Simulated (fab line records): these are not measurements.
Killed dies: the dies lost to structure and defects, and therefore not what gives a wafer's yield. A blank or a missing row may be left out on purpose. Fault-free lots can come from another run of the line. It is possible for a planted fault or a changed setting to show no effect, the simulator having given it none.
fab line records	flow sky130
[record] lots = 7	wafers = 21	last_day = 49
route steps=708 shown VIA4@645 METAL5@661 PAD_OPEN@708
lots that met no fault: from a run of the same line without faults
start_h: start of the lot's first displayed wafer, in hours after the record's first day	wait_h: hours from the lot's prior step to this one	" unchanged from the row above	L1.1+2: one row covering several wafers at once	- no value present, or no start provided	* or withheld: withheld	< > ~ a bound
route shown NAME@n: NAME is a module with steps in the file, n the number in the route of the first one	usual: average and standard deviation across the fault-free wafers	same: alike in all rows	chamber/n: place in a boat	sites: each site's reading	_std_site: standard deviation of those values	_edge_site: the outer-site mean with the inner-site mean subtracted	radius_mm: how far each site lies from the wafer's centre	mask NAME#n: copy n	behind: the most recent tool/chamber to have shaped the wafer	hold: why the lot was held/for how many hours/how that ended	device: the n, p or np transistor that did not switch	end of line: tests of these same wafers at the route's end	a step without rows: its recipe alone	killed: the dies lost at the first sort to structure and to defects; this is not the yield of the wafer	map: a wafer's dies, marking killed ones x, the rest . and places with no die _
set.NAME: setting as actually run; set.NAME@STEP: the setting as run at that earlier step	model.NAME: the simulator's own value behind a step, which no gauge read
certain route steps with their lots: each step a table, each wafer a row
services: when a tool's chamber went out of use (start_h, in hours from the record's first day, below 0 if earlier), for how many hours, and the reason
[[steps]]
[step SKY_VIA4_COAT_06]
[recipe] resist = NOVOLAK	spin_rpm = 3000	resist_thk_nm = 1140
[step SKY_VIA4_SOFTBAKE_07]
[recipe] temp_c = 90	time_s = 60	resist = NOVOLAK
[step SKY_VIA4_EXPOSE_08]
[recipe] mask_id = VIM4	na = 0.6	source_shape = conventional	sigma_outer = 0.6	polarization = unpolarized	target_cd_nm = 800	dose_mj = 132
[step SKY_VIA4_PEB_09]
[recipe] temp_c = withheld	time_s = *	resist = NOVOLAK
[step SKY_VIA4_DEVELOP_10]
[recipe] resist = NOVOLAK	developer = TMAH	develop_time_s = 60	dev_temp_c = 23
[step SKY_VIA4_OVL_MEAS_11]
[usual] VIA4_OVL = 1.1/1.3
lot.wafer	tool	chamber	start_h	wait_h	VIA4_OVL[nm]
L884.3	overlay-01	-	1037.38	0.1	-0.5
L884.5	"	-	"	"	1.2
L884.6	"	-	"	"	0.8
L886.1	overlay-02	-	1038.38	0.1	1.4
L886.3	"	-	"	"	3.3
L886.6	"	-	"	"	1.8
L892.1	overlay-01	-	1095.02	0.1	3.8
L892.2	"	-	"	"	3.4
L892.4	"	-	"	"	2.8
L894.2	overlay-01	-	1095.70	0.1	2.9
L894.4	"	-	"	"	3.2
L894.6	"	-	"	"	3.5
L898.1	overlay-01	-	1117.70	0.1	0.7
L898.3	"	-	"	"	0.9
L898.4	"	-	"	"	0.1
L900.1	overlay-02	-	1123.02	0.1	0.6
L900.5	"	-	"	"	0.2
L900.6	"	-	"	"	0.2
L901.1	overlay-02	-	1123.44	0.1	-0.5
L901.2	"	-	"	"	0.2
L901.6	"	-	"	"	-0.7
[step SKY_VIA4_ETCH_12]
[recipe] target = SiO2	chemistry = C4F8/O2/Ar	stop_on = TiN	mask_material = NOVOLAK	source_w = 1500	bias_w = 1200	pressure_mtorr = 40	c4f8_flow_sccm = withheld	O2_flow_sccm = 6	Ar_flow_sccm = 300	time_s = withheld	target_depth_a = 5800
[usual] bias_w = 1201/3.7	oes_product_au = 0.925/0.0045
lot.wafer	tool	chamber	start_h	wait_h	bias_w	oes_product_au
L884.3	rie_diel-04	0	1037.41	0.0	1205	0.925
L884.5	"	3	"	"	1201	0.937
L884.6	"	0	"	"	1201	0.920
L886.1	rie_diel-03	1	1038.42	0.0	1199	0.925
L886.3	"	2	"	"	1203	0.920
L886.6	"	1	"	"	1196	0.922
L892.1	rie_diel-03	3	1095.06	0.0	1205	0.927
L892.2	"	2	"	"	1202	0.927
L892.4	"	1	"	"	1202	0.940
L894.2	rie_diel-04	0	1095.73	0.0	1199	0.927
L894.4	"	3	"	"	1204	0.930
L894.6	"	1	"	"	1204	0.932
L898.1	rie_diel-02	2	1117.73	0.0	1203	0.932
L898.3	"	3	"	"	1205	0.922
L898.4	"	0	"	"	1192	0.929
L900.1	rie_diel-04	0	1123.06	0.0	1204	0.923
L900.5	"	1	"	"	1202	0.924
L900.6	"	2	"	"	1201	0.927
L901.1	rie_diel-02	0	1123.47	0.0	1205	0.926
L901.2	"	2	"	"	1201	0.932
L901.6	"	1	"	"	1204	0.925
[step SKY_VIA4_STRIP_13]
[recipe] chemistry = O2/N2	power_w = 1400	pressure_mtorr = 1500	platen_temp_c = withheld	o2_flow_sccm = 3000	n2_flow_sccm = 300	overash_fraction = 0.5
[usual] drypump_motor_current_A = 5.86/0.27	oes_product_au = 0.709/0.005	strip_time_to_endpoint_s = 12.81/0.037
lot.wafer	tool	chamber	start_h	wait_h	drypump_motor_current_A	oes_product_au	rf_hours_counter_h	strip_time_to_endpoint_s
L884.3	plasma_asher-04	0	1037.51	-	6.22	0.715	-	12.82
L884.5	"	0	"	"	6.21	0.707	-	12.82
L884.6	"	1	"	"	5.49	0.710	-	12.81
L886.1	plasma_asher-03	1	1038.49	-	5.67	0.712	94	12.80
L886.3	"	1	"	"	5.67	0.712	-	12.77
L886.6	"	1	"	"	5.64	0.716	-	12.82
L892.1	plasma_asher-01	0	1095.13	-	5.64	0.715	66	12.78
L892.2	"	1	"	"	6.00	0.717	66	12.81
L892.4	"	0	"	"	5.64	0.705	-	12.79
L894.2	plasma_asher-01	0	1095.81	-	5.63	0.703	66	12.82
L894.4	"	0	"	"	5.61	0.713	-	12.83
L894.6	"	0	"	"	5.62	0.707	-	12.79
L898.1	plasma_asher-01	1	1117.81	-	6.03	0.713	68	12.88
L898.3	"	0	"	"	5.64	0.710	-	12.82
L898.4	"	1	"	"	6.05	0.709	-	12.88
L900.1	plasma_asher-04	1	1123.13	-	5.51	0.711	6	12.75
L900.5	"	0	"	"	6.19	0.712	-	12.85
L900.6	"	1	"	"	5.51	0.707	-	12.77
L901.1	plasma_asher-03	1	1123.54	-	5.67	0.721	103	12.85
L901.2	"	0	"	"	6.13	0.699	103	12.88
L901.6	"	1	"	"	5.69	0.704	-	12.89
[step SKY_VIA4_STRIP_14]
[recipe] chemistry = post_etch_residue_remover	time_s = 1200	temp_c = 72.5
[step SKY_VIA4_CLEAN_15]
[recipe] chemistry = IPA	time_s = 180	temp_c = 25
[step SKY_VIA4_CLEAN_16]
[recipe] chemistry = O3/DIW	dry = n2_spin
[step SKY_VIA4_SPUTTER_17]
[recipe] material = TiN	target_thk_nm = 20	chamber_pressure_pa = 5	power_w = 4000	time_s = 80
[usual] throttle_valve_pct = 29.6/0.94
lot.wafer	tool	chamber	start_h	wait_h	throttle_valve_pct
L884.3	pvd_sputter-02	-	1038.10	0.0	29.7
L884.5	"	-	"	"	29.4
L884.6	"	-	"	"	29.8
L886.1	pvd_sputter-03	-	1039.09	0.0	30.2
L886.3	"	-	"	"	30.5
L886.6	"	-	"	"	30.1
L892.1	pvd_sputter-01	-	1095.76	0.0	30.4
L892.2	"	-	"	"	28.6
L892.4	"	-	"	"	28.4
L894.2	pvd_sputter-02	-	1096.43	0.0	29.2
L894.4	"	-	"	"	30.0
L894.6	"	-	"	"	29.9
L898.1	pvd_sputter-03	-	1118.44	0.0	30.3
L898.3	"	-	"	"	32.1
L898.4	"	-	"	"	30.3
L900.1	pvd_sputter-01	-	1123.87	0.0	28.7
L900.5	"	-	"	"	30.4
L900.6	"	-	"	"	28.5
L901.1	pvd_sputter-01	-	1124.19	0.0	28.8
L901.2	"	-	"	"	30.2
L901.6	"	-	"	"	30.5
[step SKY_VIA4_CVD_18]
[recipe] material = W	target_thk_nm = 505	time_s = 152.14	temp_c = 400	pressure_torr = 39.42
[usual] heater_power_w = 863/44
lot.wafer	tool	chamber	start_h	wait_h	heater_power_w	model.W_of_VIA4_CVD_18.thk_nm
L884.3	cvd_w-02	1	1038.21	0.1	813	513.1
L884.5	"	0	"	"	911	497.8
L884.6	"	1	"	"	829	501.6
L886.1	cvd_w-02	0	1039.15	0.0	904	497
L886.3	"	0	"	"	898	497.1
L886.6	"	0	"	"	903	495.6
L892.1	cvd_w-01	0	1095.82	0.0	832	502.4
L892.2	"	1	"	"	907	499.8
L892.4	"	0	"	"	822	502.5
L894.2	cvd_w-01	1	1096.49	0.0	873	500.2
L894.4	"	1	"	"	910	500.2
L894.6	"	1	"	"	905	496.2
L898.1	cvd_w-01	0	1118.50	0.0	825	496.9
L898.3	"	0	"	"	833	824.2
L898.4	"	1	"	"	896	492.9
L900.1	cvd_w-01	0	1123.93	0.0	812	498.5
L900.5	"	1	"	"	896	823.5
L900.6	"	0	"	"	800	498.1
L901.1	cvd_w-01	0	1124.25	0.0	798	500.1
L901.2	"	1	"	"	898	823.3
L901.6	"	0	"	"	801	501.6
[step SKY_VIA4_RS_MEAS_19]
[recipe] thk_meas_gauge = four-point-probe	reads = W_of_VIA4_CVD_18+TiN_of_VIA4_SPUTTER_17
[usual] VIA4_W_RS = 0.2279/0.0022
lot.wafer	tool	chamber	start_h	wait_h	VIA4_W_RS[ohm/sq]
L884.3	film_metro-01	-	1038.35	0.1	0.2224
L884.5	"	-	"	"	0.2294
L884.6	"	-	"	"	0.2274
L886.1	film_metro-03	-	1039.30	0.1	0.2295
L886.3	"	-	"	"	0.2298
L886.6	"	-	"	"	0.2301
L892.1	film_metro-02	-	1095.98	0.1	0.2272
L892.2	"	-	"	"	0.2287
L892.4	"	-	"	"	0.2272
L894.2	film_metro-02	-	1096.66	0.1	0.2278
L894.4	"	-	"	"	0.2285
L894.6	"	-	"	"	0.2307
L898.1	film_metro-03	-	1118.66	0.1	0.2294
L898.3	"	-	"	"	0.1377
L898.4	"	-	"	"	0.2314
L900.1	film_metro-02	-	1124.14	0.2	0.2290
L900.5	"	-	"	"	0.1385
L900.6	"	-	"	"	0.2297
L901.1	film_metro-02	-	1124.40	0.1	0.2289
L901.2	"	-	"	"	0.1386
L901.6	"	-	"	"	0.2281
[step SKY_VIA4_THK_MEAS_20]
[recipe] thk_meas_gauge = xrf	reads = W_of_VIA4_CVD_18
[usual] VIA4_W_THK = 485/6
lot.wafer	tool	chamber	start_h	wait_h	VIA4_W_THK[nm]
L884.3	film_metro-01	-	1038.45	0.1	490
L884.5	"	-	"	"	481
L884.6	"	-	"	"	482
L886.1	film_metro-03	-	1039.42	0.1	482
L886.3	"	-	"	"	481
L886.6	"	-	"	"	481
L892.1	film_metro-02	-	1096.10	0.1	489
L892.2	"	-	"	"	489
L892.4	"	-	"	"	493
L894.2	film_metro-02	-	1096.77	0.1	486
L894.4	"	-	"	"	488
L894.6	"	-	"	"	485
L898.1	film_metro-03	-	1118.78	0.1	477
L898.3	"	-	"	"	776
L898.4	"	-	"	"	475
L900.1	film_metro-02	-	1124.26	0.1	485
L900.5	"	-	"	"	785
L900.6	"	-	"	"	484
L901.1	film_metro-02	-	1124.52	0.1	484
L901.2	"	-	"	"	789
L901.6	"	-	"	"	484
[step SKY_VIA4_CMP_21]
[recipe] stop_on = SiO2	t_overpolish_s = 25	down_force_psi = 3.5	platen_rpm = 60	target_thk_nm = 0	pad_velocity_m_s = 0.94248
[usual] head_pressure_psi = 3.500/0.0077	motor_current_A = 10.6/1.1	slurry_filter_dp_kPa = 13.50/0.14	time_to_endpoint_s = 122/5.2
lot.wafer	tool	chamber	start_h	wait_h	head_pressure_psi	motor_current_A	slurry_filter_dp_kPa	time_to_endpoint_s
L884.3	cmp-02	2	1038.49	0.0	3.497	11.1	13.26	125
L884.5	"	2	"	"	3.497	11.6	13.42	123
L884.6	"	3	"	"	3.509	8.9	13.49	121
L886.3	cmp-01	3	1039.58	0.1	3.500	10.3	13.47	110
L886.1	"	0	"	"	3.488	10.3	13.43	120
L886.6	"	2	"	"	3.490	11.8	13.60	117
L892.4	cmp-02	1	1096.16	0.0	3.491	11.6	13.59	128
L892.2	"	2	"	"	3.508	11.3	13.49	123
L892.1	"	0	"	"	3.498	10.0	13.49	123
L894.4	cmp-01	0	1096.82	0.0	3.503	11.1	13.54	124
L894.2	"	3	"	"	3.493	10.3	13.56	108
L894.6	"	0	"	"	3.509	10.7	13.63	125
L898.1	cmp-02	2	1118.89	0.1	3.502	11.2	13.57	119
L898.4	"	3	"	"	3.500	8.5	13.38	119
L898.3	"	0	"	"	3.505	9.9	13.38	198
L900.1	cmp-02	0	1124.37	0.1	3.509	10.0	13.69	125
L900.5	"	0	"	"	3.510	10.1	13.61	201
L900.6	"	1	"	"	3.504	12.1	13.70	125
L901.1	cmp-02	2	1124.67	0.1	3.496	11.1	13.39	122
L901.2	"	0	"	"	3.496	9.4	13.41	204
L901.6	"	3	"	"	3.498	8.5	13.66	120
[step SKY_METAL5_SPUTTER_00]
[recipe] material = Ti	target_thk_nm = 15	power_w = 3000	time_s = 10	chamber_pressure_pa = 0.4
[usual] throttle_valve_pct = 29.7/1
lot.wafer	tool	chamber	start_h	wait_h	throttle_valve_pct
L884.3	pvd_sputter-01	-	1038.79	0.2	28.5
L884.5	"	-	"	"	30.1
L884.6	"	-	"	"	28.9
L886.1	pvd_sputter-01	-	1039.78	0.1	28.3
L886.3	"	-	"	"	30.3
L886.6	"	-	"	"	28.3
L892.1	pvd_sputter-03	-	1096.46	0.1	30.3
L892.2	"	-	"	"	30.2
L892.4	"	-	"	"	31.9
L894.2	pvd_sputter-03	-	1097.12	0.1	31.7
L894.4	"	-	"	"	30.2
L894.6	"	-	"	"	30.6
L898.1	pvd_sputter-01	-	1119.14	0.2	28.8
L898.3	"	-	"	"	28.7
L898.4	"	-	"	"	30.6
L900.1	pvd_sputter-01	-	1124.67	0.2	28.7
L900.5	"	-	"	"	30.5
L900.6	"	-	"	"	28.6
L901.1	pvd_sputter-01	-	1124.97	0.2	28.9
L901.2	"	-	"	"	28.7
L901.6	"	-	"	"	28.7
[step SKY_PAD_OPEN_PROBE_99]
[usual] defect_limited_yield = 82.7/2	killed_at_M0_to_M3 = 42/7.4	killed_at_M4_up = 3.5/1.9	killed_at_contacts = 24/5.2	killed_at_front_end = 15/4.5	killed_at_other = 0.2/0.53	killed_dies = 85/9.8	killed_open = 46/7.6	killed_short = 39/6.5	sort_bin_3_pad_short = 0.9/0.4	sort_bin_5_function = 10.3/1.5	sort_bin_6_memory = 6.1/1.1	sort_n_pass = 407/9.8	sort_yield_pct = 82.7/2
[same] gross_dies = 492	killed_at_back_side = 0	sort_bin_4_leakage[%] = 0	sort_bin_8_speed[%] = 0
lot.wafer	tool	chamber	start_h	wait_h	defect_limited_yield[%]	killed_at_M0_to_M3	killed_at_M4_up	killed_at_contacts	killed_at_front_end	killed_at_other	killed_dies	killed_open	killed_short	sort_bin_3_pad_short[%]	sort_bin_5_function[%]	sort_bin_6_memory[%]	sort_n_pass	sort_yield_pct[%]
L884.3	prober-02	-	1107.02	0.2	79.3	60	8	25	9	0	102	52	50	0.8	10.8	9.1	390	79.3
L884.5	prober-02	-	1107.12	0.2	83.3	41	7	22	11	1	82	44	38	0.8	10.8	5.1	410	83.3
L884.6	prober-02	-	1107.17	0.2	82.9	50	3	23	8	0	84	41	43	1.4	9.6	6.1	408	82.9
L886.1	prober-01	-	1108.22	0.1	82.1	47	4	28	7	2	88	49	39	0.8	10.6	6.5	404	82.1
L886.3	prober-01	-	1108.32	0.2	77.8	54	3	32	20	0	109	70	39	0.4	13.2	8.5	383	77.8
L886.6	prober-01	-	1108.47	0.2	80.5	51	3	31	11	0	96	49	47	0.8	12.0	6.7	396	80.5
L892.1	prober-02	-	1159.35	0.1	82.3	45	4	23	15	0	87	51	36	1.0	9.6	7.1	405	82.3
L892.2	prober-02	-	1159.40	0.1	80.3	59	4	23	11	0	97	50	47	0.4	10.2	9.1	395	80.3
L892.4	prober-02	-	1159.50	0.2	81.3	46	6	28	12	0	92	42	50	0.6	11.4	6.7	400	81.3
L894.2	prober-01	-	1160.69	0.1	86.0	30	1	23	15	0	69	46	23	1.2	8.7	4.1	423	86.0
L894.4	prober-01	-	1160.79	0.2	83.3	41	2	20	19	0	82	39	43	1.0	7.9	7.7	410	83.3
L894.6	prober-01	-	1160.89	0.2	87.0	28	3	23	10	0	64	34	30	0.8	7.3	4.9	428	87.0
L898.1	prober-01	-	1178.55	0.1	84.1	37	4	21	16	0	78	46	31	1.0	8.3	6.5	414	84.1
L898.3	prober-01	-	1178.65	0.2	83.7	44	5	13	18	0	80	45	35	0.6	8.9	6.7	412	83.7
L898.4	prober-01	-	1178.70	0.2	87.4	32	2	18	10	0	62	34	28	0.8	6.7	5.1	430	87.4
L901.1	prober-01	-	1185.50	0.4	81.1	48	6	21	18	0	93	53	40	1.0	12.0	5.9	399	81.1
L901.2	prober-01	-	1185.55	0.4	82.5	35	6	27	18	0	86	41	45	1.2	9.8	6.5	406	82.5
L901.6	prober-01	-	1185.75	0.5	81.1	43	3	32	15	0	93	58	35	0.8	11.2	6.9	399	81.1
L900.1	prober-01	-	1186.70	0.1	82.1	34	4	29	21	0	88	42	46	0.8	11.4	5.7	404	82.1
L900.5	prober-01	-	1186.90	0.2	79.3	49	2	33	18	0	102	66	36	0.6	12.2	7.9	390	79.3
L900.6	prober-01	-	1186.95	0.2	83.1	37	3	24	19	0	83	31	52	1.4	10.2	5.3	409	83.1
// killed by level:class
L884.3 VIA1:geometric_particle:open=12 METAL1:geometric_particle:short=10 LI_CONTACT:geometric_particle:open=9 VIA2:geometric_particle:open=9 VIA3:geometric_particle:open=8 CONTACT:geometric_particle:short=7 METAL4:geometric_particle:short=7 CONTACT:geometric_particle:open=6
L884.5 VIA1:geometric_particle:open=12 CONTACT:geometric_particle:open=8 VIA1:geometric_particle:short=6 VIA2:geometric_particle:open=5 FIELD_ISO:geometric_particle:open=4 LI_CONTACT:geometric_particle:short=4 VIA3:geometric_particle:open=4 METAL4:geometric_particle:short=4
L884.6 VIA1:geometric_particle:open=11 CONTACT:geometric_particle:open=8 METAL1:geometric_particle:short=7 LI_CONTACT:geometric_particle:open=6 VIA2:geometric_particle:open=6 VIA1:geometric_particle:short=6 VIA3:geometric_particle:open=5 METAL2:geometric_particle:short=5
L886.1 VIA1:geometric_particle:open=14 LI_CONTACT:geometric_particle:open=11 METAL2:geometric_particle:short=8 VIA3:geometric_particle:open=8 LI_CONTACT:geometric_particle:short=7 CONTACT:geometric_particle:open=5 VIA1:geometric_particle:short=4 VIA3:geometric_particle:short=4
L886.3 VIA1:geometric_particle:open=19 CONTACT:geometric_particle:open=13 LI_CONTACT:geometric_particle:open=12 VIA3:geometric_particle:open=8 POLY_GATE:geometric_particle:short=6 FIELD_ISO:geometric_particle:short=5 VIA1:geometric_particle:short=5 METAL2:geometric_particle:short=5
L886.6 VIA1:geometric_particle:open=11 METAL1:geometric_particle:short=9 CONTACT:geometric_particle:open=8 VIA2:geometric_particle:open=8 CONTACT:geometric_particle:short=6 VIA3:geometric_particle:open=6 LI_CONTACT:geometric_particle:open=5 LOCAL_INTERCONNECT:geometric_particle:short=5
L892.1 VIA3:geometric_particle:open=10 VIA1:geometric_particle:open=8 LI_CONTACT:geometric_particle:open=8 CONTACT:geometric_particle:open=8 METAL2:geometric_particle:short=8 METAL1:geometric_particle:short=7 FIELD_ISO:geometric_particle:open=4 FIELD_ISO:geometric_particle:short=4
L892.2 VIA1:geometric_particle:open=14 CONTACT:geometric_particle:short=10 METAL1:geometric_particle:short=8 VIA2:geometric_particle:open=8 VIA3:geometric_particle:open=8 CONTACT:geometric_particle:open=6 METAL2:geometric_particle:short=5 VIA2:geometric_particle:short=5
L892.4 VIA1:geometric_particle:open=9 LI_CONTACT:geometric_particle:open=8 CONTACT:geometric_particle:open=8 VIA1:geometric_particle:short=8 METAL2:geometric_particle:short=8 METAL1:geometric_particle:short=7 VIA3:geometric_particle:open=6 METAL4:geometric_particle:short=5
L894.2 CONTACT:geometric_particle:open=11 VIA3:geometric_particle:open=8 VIA1:geometric_particle:open=8 VIA2:geometric_particle:open=6 LI_CONTACT:geometric_particle:open=5 FIELD_ISO:geometric_particle:open=4 POLY_GATE:geometric_particle:open=4 CONTACT:geometric_particle:short=4
L894.4 VIA1:geometric_particle:open=9 METAL2:geometric_particle:short=8 LI_CONTACT:geometric_particle:open=7 VIA1:geometric_particle:short=7 FIELD_ISO:geometric_particle:short=6 VIA2:geometric_particle:open=6 POLY_GATE:geometric_particle:open=5 CONTACT:geometric_particle:open=5
L894.6 LI_CONTACT:geometric_particle:open=11 METAL1:geometric_particle:short=7 VIA1:geometric_particle:open=6 POLY_GATE:geometric_particle:open=4 VIA3:geometric_particle:open=4 FIELD_ISO:geometric_particle:open=3 LI_CONTACT:geometric_particle:short=3 LOCAL_INTERCONNECT:geometric_particle:short=3
L898.1 VIA1:geometric_particle:open=9 LI_CONTACT:geometric_particle:open=7 VIA3:geometric_particle:open=6 VIA2:geometric_particle:open=6 CONTACT:geometric_particle:open=5 METAL2:geometric_particle:short=5 FIELD_ISO:geometric_particle:short=4 POLY_GATE:geometric_particle:open=4
L898.3 VIA1:geometric_particle:open=12 VIA2:geometric_particle:open=8 LI_CONTACT:geometric_particle:open=7 METAL2:geometric_particle:short=6 FIELD_ISO:geometric_particle:short=5 POLY_GATE:geometric_particle:short=4 POLY_GATE:geometric_particle:open=3 METAL1:geometric_particle:short=3
L898.4 CONTACT:geometric_particle:open=6 VIA1:geometric_particle:short=6 VIA1:geometric_particle:open=6 VIA2:geometric_particle:open=6 LOCAL_INTERCONNECT:geometric_particle:short=5 METAL1:geometric_particle:short=4 VIA3:geometric_particle:short=3 LI_CONTACT:geometric_particle:open=3
L901.1 VIA2:geometric_particle:open=11 CONTACT:geometric_particle:open=9 VIA1:geometric_particle:open=8 POLY_GATE:geometric_particle:short=5 VIA3:geometric_particle:open=5 CONTACT:geometric_particle:short=5 METAL2:geometric_particle:short=5 METAL4:geometric_particle:short=5
L901.2 VIA1:geometric_particle:open=8 LOCAL_INTERCONNECT:geometric_particle:short=7 CONTACT:geometric_particle:open=6 VIA2:geometric_particle:open=6 METAL2:geometric_particle:short=5 VIA1:geometric_particle:short=5 VIA3:geometric_particle:open=5 POLY_GATE:geometric_particle:short=4
L901.6 CONTACT:geometric_particle:open=15 VIA1:geometric_particle:open=9 VIA2:geometric_particle:open=9 LI_CONTACT:geometric_particle:open=7 VIA3:geometric_particle:open=7 FIELD_ISO:geometric_particle:short=6 CONTACT:geometric_particle:short=5 METAL2:geometric_particle:short=5
L900.1 CONTACT:geometric_particle:open=8 LI_CONTACT:geometric_particle:open=7 VIA1:geometric_particle:open=7 LI_CONTACT:geometric_particle:short=6 VIA3:geometric_particle:short=6 FIELD_ISO:geometric_particle:short=5 POLY_GATE:geometric_particle:open=5 POLY_GATE:geometric_particle:short=5
L900.5 VIA1:geometric_particle:open=18 VIA2:geometric_particle:open=10 LI_CONTACT:geometric_particle:open=10 CONTACT:geometric_particle:open=8 LOCAL_INTERCONNECT:geometric_particle:short=5 VIA3:geometric_particle:open=5 FIELD_ISO:geometric_particle:open=4 FIELD_ISO:geometric_particle:short=4
L900.6 LI_CONTACT:geometric_particle:open=9 LOCAL_INTERCONNECT:geometric_particle:short=7 VIA1:geometric_particle:short=7 FIELD_ISO:geometric_particle:short=6 POLY_GATE:geometric_particle:short=6 METAL1:geometric_particle:short=6 VIA3:geometric_particle:open=5 CONTACT:geometric_particle:short=4
[[services]]
tool	chamber	start_h	hours	kind
plasma_asher-04	-	1016.43	2.8	pm
cvd_w-02	1	1024.52	11.0	repair
rie_diel-04	0	1028.87	3.4	repair
pvd_sputter-02	3	1031.78	-	consumable_replace:kit
pvd_sputter-02	3	1031.78	18.0	scheduled_down
pvd_sputter-02	3	1031.78	18.0	vent_cycle
rie_diel-03	3	1038.01	-	clean
rie_diel-03	3	1038.01	24.4	scheduled_down
pvd_sputter-03	-	1048.88	2.7	repair
plasma_asher-04	-	1055.25	9.0	pm
cmp-02	-	1068.86	7.1	pm
cmp-01	-	1084.19	4.0	pm
plasma_asher-04	-	1089.68	0.6	repair
cmp-01	-	1089.76	1.8	repair
cmp-01	-	1094.01	2.3	repair
pvd_sputter-03	2	1096.62	-	consumable_replace:kit
pvd_sputter-03	2	1096.62	18.0	scheduled_down
pvd_sputter-03	2	1096.62	18.0	vent_cycle
cvd_w-02	-	1112.13	0.5	repair
rie_diel-03	0	1115.06	6.3	repair
pvd_sputter-01	3	1117.33	-	consumable_replace:kit
pvd_sputter-01	3	1117.33	18.0	scheduled_down
pvd_sputter-01	3	1117.33	18.0	vent_cycle
cmp-01	-	1119.14	1.5	repair
[[key]]
[first_sign] step = SKY_VIA4_RS_MEAS_19	reading = VIA4_W_RS	direction = down	sigmas = 41	usual = 0.2279	struck = 0.1383
[effect] step = SKY_VIA4_THK_MEAS_20	reading = VIA4_W_THK	direction = up	sigmas = 49	usual = 485	struck = 783
[effect] step = SKY_VIA4_CMP_21	reading = time_to_endpoint_s	direction = up	sigmas = 15	usual = *	struck = *
[model_effect] step = SKY_VIA4_CVD_18	value = W_of_VIA4_CVD_18.thk_nm	without = 500	struck = 823.7
met_at SKY_VIA4_CVD_18
struck_wafers L898.3,L900.5,L901.2
onset_between 1096.49 1118.50
[fault] kind = process_parameter_drift	tool = cvd_w-01	chamber = -	onset_h = 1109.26	steps = SKY_VIA4_CVD_18	channel = target_thk_nm	offset = 326.01	shape = step	end_h = 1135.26	scope = struck_wafers_only	acts_in = these_recipes_only	stated = 505
